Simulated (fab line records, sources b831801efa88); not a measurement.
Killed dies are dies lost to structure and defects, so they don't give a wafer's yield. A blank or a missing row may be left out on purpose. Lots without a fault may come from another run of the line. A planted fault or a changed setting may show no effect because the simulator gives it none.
fab line records | flow sky130
record lots=6 wafers=18 last_day=50
route steps=708 shown LOCAL_INTERCONNECT@388 PAD_OPEN@708
lots that met no fault: from a run of the same line without faults
start_h: hours from the record's first day to the start of the lot's first wafer shown | wait_h: hours since the lot's step before | " the same as in the row above | L1.1+2: a row that stands for several wafers | - no value, or no start given | * or withheld: withheld | < > ~ a bound
route shown NAME@n: a module of which the file shows steps, and the number in the route of the first | usual: mean/standard deviation of fault-free wafers | same: alike in all rows | chamber/n: place in a boat | sites: the reading at each site | _std_site: their standard deviation | _edge_site: outer sites' mean less inner sites' | radius_mm: how far each site lies from the wafer's centre | mask NAME#n: copy n | behind: the tool/chamber that last shaped the wafer | hold: why the lot was held/for how many hours/how that ended | device: the transistor (n, p or np) that didn't switch | end of line: the same wafers' tests at the end of the route | a step without rows: its recipe alone | killed: dies lost to structure and defects at the first sort, not the wafer's yield | map: a wafer's dies, x killed, . not, _ none there
set.NAME: the setting as run; set.NAME@STEP: as run at that earlier step | model.NAME: the simulator's own value behind a step, which no gauge read
lots at some steps of the route; a table a step, a row a wafer
services: from which hour (start_h, from the record's first day; less than 0 if before it) a tool's chamber was out of use, for how many hours, and why
## steps
# step SKY_LOCAL_INTERCONNECT_RS_MEAS_01
# recipe thk_meas_gauge=four-point-probe reads=TiN_of_LOCAL_INTERCONNECT_SPUTTER_00
# usual LOCAL_INTERCONNECT_TIN_RS=14.13/0.14
# columns lot.wafer tool chamber start_h wait_h LOCAL_INTERCONNECT_TIN_RS[ohm/sq]
L438.2 film_metro-03 - 710.33 0.1 14.01
L438.3 " - " " 13.92
L438.5 " - " " 13.88
L441.1 film_metro-01 - 736.16 0.0 14.17
L441.2 " - " " 14.16
L441.4 " - " " 14.14
L449.2 film_metro-04 - 797.55 0.1 14.11
L449.3 " - " " 14.14
L449.6 " - " " 14.18
L450.1 film_metro-04 - 809.56 0.0 14.18
L450.5 " - " " 14.14
L450.6 " - " " 14.21
L454.1 film_metro-04 - 836.60 0.0 14.46
L454.3 " - " " 14.32
L454.4 " - " " 14.34
L455.1 film_metro-04 - 848.91 0.0 14.13
L455.2 " - " " 13.98
L455.6 " - " " 13.98
# step SKY_LOCAL_INTERCONNECT_THK_MEAS_02
# recipe thk_meas_gauge=xrf reads=TiN_of_LOCAL_INTERCONNECT_SPUTTER_00
# usual LOCAL_INTERCONNECT_TIN_THK=100.8/1.1
# columns lot.wafer tool chamber start_h wait_h LOCAL_INTERCONNECT_TIN_THK[nm]
L438.2 film_metro-03 - 710.44 0.1 102.0
L438.3 " - " " 102.2
L438.5 " - " " 102.6
L441.1 film_metro-01 - 736.28 0.1 101.2
L441.2 " - " " 100.7
L441.4 " - " " 101.2
L449.2 film_metro-04 - 797.66 0.1 100.7
L449.3 " - " " 100.3
L449.6 " - " " 100.1
L450.1 film_metro-04 - 809.68 0.1 100.1
L450.5 " - " " 100.1
L450.6 " - " " 99.9
L454.1 film_metro-04 - 836.72 0.1 98.2
L454.3 " - " " 99.1
L454.4 " - " " 98.6
L455.1 film_metro-04 - 849.03 0.1 101.0
L455.2 " - " " 102.0
L455.6 " - " " 101.9
# step SKY_LOCAL_INTERCONNECT_DEHYDRATE_03
# recipe temp_c=200 time_s=60
# step SKY_LOCAL_INTERCONNECT_HMDS_04
# recipe prime_time_s=60 prime_temp_c=120
# step SKY_LOCAL_INTERCONNECT_COAT_05
# recipe resist=BARC temp_c=withheld time_s=withheld spin_rpm=3000 resist_thk_nm=60
# step SKY_LOCAL_INTERCONNECT_COAT_06
# recipe resist=KrF-thick spin_rpm=3000 resist_thk_nm=450
# step SKY_LOCAL_INTERCONNECT_SOFTBAKE_07
# recipe temp_c=100 time_s=90 resist=KrF-thick
# step SKY_LOCAL_INTERCONNECT_EXPOSE_08
# recipe mask_id=LI1M na=0.8 source_shape=annular sigma_inner=0.55 sigma_outer=0.85 target_cd_nm=170 dose_mj=28
# step SKY_LOCAL_INTERCONNECT_PEB_09
# recipe peb_temp_c=withheld peb_time_s=withheld resist=KrF-thick
# step SKY_LOCAL_INTERCONNECT_DEVELOP_10
# recipe develop_time_s=60 resist=KrF-thick dev_temp_c=21
# step SKY_LOCAL_INTERCONNECT_CD_MEAS_11
# recipe target_cd_nm=170
# usual cd_nm=169.9/1.6
# columns lot.wafer tool chamber start_h wait_h cd_nm
L438.2 cd_sem-02 - 738.21 - 169.0
L438.3 " - " " 169.1
L438.5 " - " " 169.4
L441.1 cd_sem-01 - 763.22 - 171.5
L441.2 " - " " 173.2
L441.4 " - " " 173.3
L449.2 cd_sem-02 - 824.56 - 169.0
L449.3 " - " " 169.5
L449.6 " - " " 170.9
L450.1 cd_sem-02 - 836.14 - 168.3
L450.5 " - " " 167.2
L450.6 " - " " 168.5
L454.1 cd_sem-02 - 862.34 - 172.2
L454.3 " - " " 174.6
L454.4 " - " " 172.1
L455.1 cd_sem-01 - 874.89 - 170.5
L455.2 " - " " 169.9
L455.6 " - " " 169.2
# step SKY_LOCAL_INTERCONNECT_OVL_MEAS_12
# usual LOCAL_INTERCONNECT_OVL=3/5.3
# columns lot.wafer tool chamber start_h wait_h LOCAL_INTERCONNECT_OVL[nm]
L438.2 overlay-02 - 738.32 0.1 -2
L438.3 " - " " 6
L438.5 " - " " 6
L441.1 overlay-02 - 763.34 0.1 -1
L441.2 " - " " 4
L441.4 " - " " 2
L449.2 overlay-02 - 824.66 0.1 2
L449.3 " - " " 9
L449.6 " - " " 2
L450.1 overlay-02 - 836.26 0.1 7
L450.5 " - " " 3
L450.6 " - " " 13
L454.1 overlay-02 - 862.46 0.1 -1
L454.3 " - " " 2
L454.4 " - " " -2
L455.1 overlay-01 - 875.01 0.1 -6
L455.2 " - " " 1
L455.6 " - " " 0
# step SKY_LOCAL_INTERCONNECT_ETCH_13
# recipe chemistry=N2/H2 target=BARC ion_energy_ev=200 bias_w=100 pressure_mtorr=30 n2_flow_sccm=100 h2_flow_sccm=200 icp_w=500 stop_on=SiO2 time_s=45.9 target_depth_a=600
# usual drypump_motor_current_A=5.5/0.5 oes_product_au=0.854/0.0048 rf_fwd_power_W=495.4/2.5 throttle_valve_pct=13.225/0.0091
# columns lot.wafer tool chamber start_h wait_h drypump_motor_current_A oes_product_au rf_fwd_power_W rf_hours_counter_h throttle_valve_pct model.KrF-thick_of_LOCAL_INTERCONNECT_COAT_06.thk_nm model.SiO2_of_SONOS_ONO_CVD_04.thk_nm
L438.2 rie_metal-04 0 738.35 0.0 6.0 0.862 493.3 2 13.215 392.6 4.268
L438.3 " 1 " " 5.8 0.853 498.6 - 13.227 391.7 4.263
L438.5 " 0 " " 6.0 0.856 494.0 - 13.238 393 4.218
L441.1 rie_metal-02 1 763.38 0.0 5.7 0.855 492.9 12 13.248 395.8 4.166
L441.2 " 0 " " 4.8 0.860 494.6 4 13.213 394 4.178
L441.4 " 1 " " 5.7 0.848 490.8 - 13.221 394.4 4.184
L449.2 rie_metal-04 1 824.69 0.0 5.8 0.850 577.0 15 13.211 386.1 3.884
L449.3 " 0 " " 6.0 0.852 491.8 - 13.219 392.7 4.19
L449.6 " 0 " " 5.9 0.854 494.5 - 13.232 392.8 4.161
L450.1 rie_metal-04 1 836.30 0.0 5.8 0.859 577.0 15 13.218 388.5 4.3
L450.5 " 0 " " 6.0 0.858 494.4 - 13.214 393.5 4.448
L450.6 " 1 " " 5.8 0.854 575.4 - 13.240 388.5 4.333
L454.1 rie_metal-03 0 862.49 0.0 6.1 0.861 498.7 6 13.223 392.3 4.109
L454.3 " 1 " " 5.0 0.857 499.1 - 13.234 391.9 4.223
L454.4 " 0 " " 6.1 0.869 500.1 - 13.219 392.8 4.334
L455.1 rie_metal-02 0 875.04 0.0 4.8 0.855 495.7 8 13.219 392.6 4.272
L455.2 " 1 " " 5.7 0.852 494.7 16 13.232 393.1 4.16
L455.6 " 0 " " 4.8 0.857 496.1 - 13.225 392.3 4.257
# step SKY_LOCAL_INTERCONNECT_METAL_ETCH_14
# recipe target_depth_nm=110 stop_on=PSG chemistry=Cl2/BCl3 target=TiN resist_sidewall_deg=88 pressure_mtorr=10 icp_w=900 bias_w=48.5 Cl2_flow_sccm=60 bcl3_flow_sccm=30 time_s=31.4
# usual drypump_motor_current_A=5.5/0.51 oes_product_au=0.943/0.0067 rf_fwd_power_W=889/4.1 throttle_valve_pct=21.901/0.0088
# columns lot.wafer tool chamber start_h wait_h drypump_motor_current_A oes_product_au rf_fwd_power_W rf_hours_counter_h throttle_valve_pct model.KrF-thick_of_LOCAL_INTERCONNECT_COAT_06.thk_nm
L438.2 rie_metal-04 0 738.41 0.0 5.9 0.953 883 2 21.903 348.9
L438.3 " 1 " " 5.8 0.957 894 - 21.897 348.7
L438.5 " 0 " " 5.9 0.948 885 - 21.897 349.4
L441.1 rie_metal-02 1 763.44 0.0 5.7 0.952 883 12 21.904 352.2
L441.2 " 0 " " 4.8 0.943 888 4 21.891 349.9
L441.4 " 1 " " 5.7 0.950 888 - 21.895 350.6
L449.2 rie_metal-04 1 824.76 0.0 5.8 0.941 888 15 21.902 342.8
L449.3 " 0 " " 5.9 0.943 883 - 21.895 348.8
L449.6 " 0 " " 6.0 0.936 881 - 21.905 348.7
L450.1 rie_metal-04 1 836.36 0.0 5.8 0.933 894 15 21.914 345.6
L450.5 " 0 " " 5.9 0.947 883 - 21.899 349.5
L450.6 " 1 " " 5.9 0.939 895 - 21.905 345.9
L454.1 rie_metal-03 0 862.56 0.0 6.1 0.930 900 6 21.909 348.2
L454.3 " 1 " " 5.0 0.938 894 - 21.902 348.2
L454.4 " 0 " " 6.1 0.942 899 - 21.888 348.8
L455.1 rie_metal-02 0 875.11 0.0 4.8 0.947 886 8 21.901 348.2
L455.2 " 1 " " 5.7 0.945 883 16 21.908 348.7
L455.6 " 0 " " 4.8 0.954 885 - 21.908 347.9
# step SKY_LOCAL_INTERCONNECT_STRIP_15
# recipe chemistry=O2/N2 power_w=1400 pressure_mtorr=1500 platen_temp_c=withheld o2_flow_sccm=3000 n2_flow_sccm=300 overash_fraction=0.5
# usual drypump_motor_current_A=5.6/0.33 oes_product_au=0.427/0.0044 strip_time_to_endpoint_s=4.728/0.021
# same overash_fraction=0.5
# columns lot.wafer tool chamber start_h wait_h drypump_motor_current_A oes_product_au rf_hours_counter_h strip_time_to_endpoint_s
L438.2 plasma_asher-03 0 738.46 0.0 5.5 0.424 63 4.748
L438.3 " 1 " " 5.6 0.423 - 4.725
L438.5 " 1 " " 5.6 0.432 - 4.712
L441.1 plasma_asher-03 1 763.50 0.0 5.6 0.434 65 4.759
L441.2 " 0 " " 5.5 0.431 65 4.734
L441.4 " 1 " " 5.6 0.426 - 4.726
L449.2 plasma_asher-02 1 824.81 0.0 5.7 0.417 8 4.648
L449.3 " 1 " " 5.7 0.427 - 4.725
L449.6 " 0 " " 6.1 0.426 - 4.723
L450.1 plasma_asher-03 1 836.41 0.0 5.6 0.431 72 4.684
L450.5 " 0 " " 5.5 0.429 - 4.724
L450.6 " 1 " " 5.6 0.423 - 4.683
L454.1 plasma_asher-02 0 862.61 0.0 6.1 0.428 12 4.709
L454.3 " 1 " " 5.7 0.435 - 4.741
L454.4 " 0 " " 6.1 0.427 - 4.730
L455.1 plasma_asher-02 0 875.16 0.0 6.1 0.431 13 4.713
L455.2 " 1 " " 5.7 0.423 13 4.724
L455.6 " 0 " " 6.1 0.425 - 4.724
# step SKY_LOCAL_INTERCONNECT_STRIP_16
# recipe chemistry=post_etch_residue_remover time_s=1200 temp_c=72.5
# step SKY_PAD_OPEN_PROBE_99
# usual killed_at_M0_to_M3=44/7.2 killed_at_M4_up=3.5/1.8 killed_at_contacts=25/5.1 killed_at_front_end=14/4.4 killed_at_other=0.4/0.58 killed_dies=87/9.1 killed_open=48/6.9 killed_short=38/6.3
# same gross_dies=492 killed_at_back_side=0
# columns lot.wafer tool chamber start_h wait_h killed_at_M0_to_M3 killed_at_M4_up killed_at_contacts killed_at_front_end killed_at_other killed_dies killed_open killed_short
L438.2 prober-02 - 1099.06 0.1 45 3 33 15 1 97 55 41
L438.3 prober-02 - 1099.11 0.2 41 7 22 10 1 81 42 39
L438.5 prober-02 - 1099.21 0.2 48 6 29 16 0 99 61 38
L441.1 prober-01 - 1118.31 0.1 55 3 15 14 0 87 55 32
L441.2 prober-01 - 1118.36 0.1 47 4 17 9 0 77 39 38
L441.4 prober-01 - 1118.46 0.2 44 3 27 11 0 85 58 27
L449.2 prober-02 - 1161.61 0.1 39 2 16 17 1 75 39 35
L449.3 prober-02 - 1161.66 0.2 47 4 23 22 1 97 50 47
L449.6 prober-02 - 1161.81 0.2 37 2 28 18 1 86 51 35
L450.1 prober-01 - 1169.45 0.1 57 2 21 20 0 100 52 48
L450.5 prober-01 - 1169.65 0.2 43 5 27 20 0 95 50 45
L450.6 prober-01 - 1169.70 0.2 45 5 19 19 0 88 38 50
L454.1 prober-01 - 1187.65 0.1 43 2 18 19 2 84 38 45
L454.3 prober-01 - 1187.75 0.2 38 5 29 16 0 88 54 33
L454.4 prober-01 - 1187.80 0.2 47 4 25 10 0 86 47 39
L455.1 prober-02 - 1194.65 0.1 45 3 22 11 0 81 45 36
L455.2 prober-02 - 1194.70 0.1 46 4 24 10 0 84 53 31
L455.6 prober-02 - 1194.90 0.2 24 5 27 18 2 76 45 31
# killed by level:class
L438.2 CONTACT:geometric_particle:open=13 VIA1:geometric_particle:open=11 VIA3:geometric_particle:open=9 VIA1:geometric_particle:short=6 LI_CONTACT:geometric_particle:short=5 LI_CONTACT:geometric_particle:open=5 CONTACT:geometric_particle:short=5 FIELD_ISO:geometric_particle:open=4
L438.3 CONTACT:geometric_particle:open=9 VIA1:geometric_particle:open=9 LI_CONTACT:geometric_particle:open=6 VIA2:geometric_particle:short=5 METAL4:geometric_particle:short=5 METAL1:geometric_particle:short=4 METAL2:geometric_particle:short=4 VIA2:geometric_particle:open=4
L438.5 LI_CONTACT:geometric_particle:open=11 VIA1:geometric_particle:open=10 VIA3:geometric_particle:open=8 VIA2:geometric_particle:open=7 FIELD_ISO:geometric_particle:short=6 CONTACT:geometric_particle:short=5 CONTACT:geometric_particle:open=5 LI_CONTACT:geometric_particle:short=4
L441.1 VIA1:geometric_particle:open=13 VIA2:geometric_particle:open=9 VIA3:geometric_particle:open=7 CONTACT:geometric_particle:open=6 METAL1:geometric_particle:open=6 METAL2:geometric_particle:short=6 SPACER:geometric_particle:open=5 METAL1:geometric_particle:short=5
L441.2 VIA1:geometric_particle:open=15 METAL2:geometric_particle:short=8 METAL1:geometric_particle:short=6 LI_CONTACT:geometric_particle:open=5 VIA3:geometric_particle:open=5 CONTACT:geometric_particle:open=4 METAL4:geometric_particle:short=4 CONTACT:geometric_particle:short=3
L441.4 VIA1:geometric_particle:open=16 LI_CONTACT:geometric_particle:open=13 CONTACT:geometric_particle:open=8 VIA2:geometric_particle:open=8 METAL2:geometric_particle:short=7 FIELD_ISO:geometric_particle:open=5 LOCAL_INTERCONNECT:geometric_particle:short=5 VIA3:geometric_particle:open=4
L449.2 LI_CONTACT:geometric_particle:open=7 VIA2:geometric_particle:open=7 CONTACT:geometric_particle:open=6 VIA1:geometric_particle:open=5 METAL2:geometric_particle:short=5 VIA1:geometric_particle:short=5 VIA2:geometric_particle:short=5 FIELD_ISO:geometric_particle:short=4
L449.3 FIELD_ISO:geometric_particle:short=9 LI_CONTACT:geometric_particle:open=9 METAL2:geometric_particle:short=9 VIA2:geometric_particle:open=8 VIA1:geometric_particle:open=8 CONTACT:geometric_particle:open=8 VIA3:geometric_particle:open=7 METAL3:geometric_particle:short=4
L449.6 CONTACT:geometric_particle:open=10 FIELD_ISO:geometric_particle:open=8 VIA1:geometric_particle:open=7 VIA2:geometric_particle:open=7 LI_CONTACT:geometric_particle:open=6 VIA2:geometric_particle:short=6 LI_CONTACT:geometric_particle:short=4 CONTACT:geometric_particle:short=4
L450.1 VIA1:geometric_particle:open=14 CONTACT:geometric_particle:open=9 METAL2:geometric_particle:short=7 VIA2:geometric_particle:open=7 FIELD_ISO:geometric_particle:short=5 METAL3:geometric_particle:short=5 POLY_GATE:geometric_particle:short=5 LI_CONTACT:geometric_particle:open=5
L450.5 CONTACT:geometric_particle:open=12 VIA1:geometric_particle:open=12 METAL2:geometric_particle:short=8 FIELD_ISO:geometric_particle:short=6 LI_CONTACT:geometric_particle:open=6 VIA1:geometric_particle:short=6 VIA2:geometric_particle:open=6 POLY_GATE:geometric_particle:open=5
L450.6 POLY_GATE:geometric_particle:short=7 VIA3:geometric_particle:open=7 VIA1:geometric_particle:open=7 CONTACT:geometric_particle:open=6 FIELD_ISO:geometric_particle:short=5 METAL1:geometric_particle:short=5 VIA2:geometric_particle:open=5 METAL3:geometric_particle:short=5
L454.1 FIELD_ISO:geometric_particle:short=7 CONTACT:geometric_particle:open=7 VIA2:geometric_particle:open=7 METAL1:geometric_particle:short=6 VIA1:geometric_particle:open=6 FIELD_ISO:geometric_particle:open=5 METAL2:geometric_particle:short=5 CONTACT:geometric_particle:short=4
L454.3 VIA1:geometric_particle:open=10 CONTACT:geometric_particle:open=9 LI_CONTACT:geometric_particle:open=9 VIA3:geometric_particle:open=6 METAL2:geometric_particle:short=5 VIA2:geometric_particle:open=5 FIELD_ISO:geometric_particle:short=4 LOCAL_INTERCONNECT:geometric_particle:short=4
L454.4 VIA3:geometric_particle:open=10 CONTACT:geometric_particle:open=9 VIA1:geometric_particle:short=7 VIA1:geometric_particle:open=7 VIA2:geometric_particle:open=7 FIELD_ISO:geometric_particle:short=5 LI_CONTACT:geometric_particle:open=5 METAL1:geometric_particle:short=5
L455.1 VIA1:geometric_particle:open=11 VIA2:geometric_particle:open=8 CONTACT:geometric_particle:open=8 METAL1:geometric_particle:short=8 LI_CONTACT:geometric_particle:open=7 VIA3:geometric_particle:open=5 METAL2:geometric_particle:short=4 VIA2:geometric_particle:short=4
L455.2 VIA1:geometric_particle:open=14 LI_CONTACT:geometric_particle:open=13 VIA1:geometric_particle:short=8 CONTACT:geometric_particle:open=7 METAL2:geometric_particle:short=6 VIA2:geometric_particle:open=5 VIA3:geometric_particle:open=5 FIELD_ISO:geometric_particle:short=4
L455.6 CONTACT:geometric_particle:open=10 FIELD_ISO:geometric_particle:short=9 LI_CONTACT:geometric_particle:open=8 VIA1:geometric_particle:open=5 VIA2:geometric_particle:open=5 CONTACT:geometric_particle:short=4 POLY_GATE:geometric_particle:open=3 METAL2:geometric_particle:short=3
## services
# columns tool chamber start_h hours kind
plasma_asher-02 - 733.75 9.0 pm
plasma_asher-02 0 733.75 9.0 vent_cycle
plasma_asher-02 1 733.75 9.0 vent_cycle
plasma_asher-02 0 742.75 - clean
plasma_asher-02 1 742.75 - clean
rie_metal-04 1 760.73 2.0 repair
rie_metal-04 0 787.42 1.2 repair
rie_metal-04 - 803.20 0.5 repair
rie_metal-04 - 853.32 1.4 pm
## key
first_sign step=SKY_LOCAL_INTERCONNECT_ETCH_13 reading=rf_fwd_power_W direction=up sigmas=32 usual=495.4 struck=576.5
effect step=SKY_LOCAL_INTERCONNECT_STRIP_15 reading=strip_time_to_endpoint_s direction=down sigmas=2.7 usual=* struck=*
model_effect step=SKY_LOCAL_INTERCONNECT_ETCH_13 value=KrF-thick_of_LOCAL_INTERCONNECT_COAT_06.thk_nm without=393.7 struck=387.7
model_effect step=SKY_LOCAL_INTERCONNECT_METAL_ETCH_14 value=KrF-thick_of_LOCAL_INTERCONNECT_COAT_06.thk_nm without=350.8 struck=344.8
met_at SKY_LOCAL_INTERCONNECT_ETCH_13
struck_wafers L449.2,L450.1,L450.6
tester_left_out L449,L450
onset_between 738.35 824.69
fault kind=process_parameter_drift tool=rie_metal-04 chamber=1 onset_h=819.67 steps=SKY_LOCAL_INTERCONNECT_ETCH_13 channel=icp_w offset=80 shape=step end_h=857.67 acts_in=these_recipes_only stated=500
# tester_left_out: of these lots the tester's yield and bins aren't shown, on N5 and GAA mostly nor the transistor test; their killed dies are dies lost to structure and defects alone, not to doping, threshold or leakage, so they don't give the yield
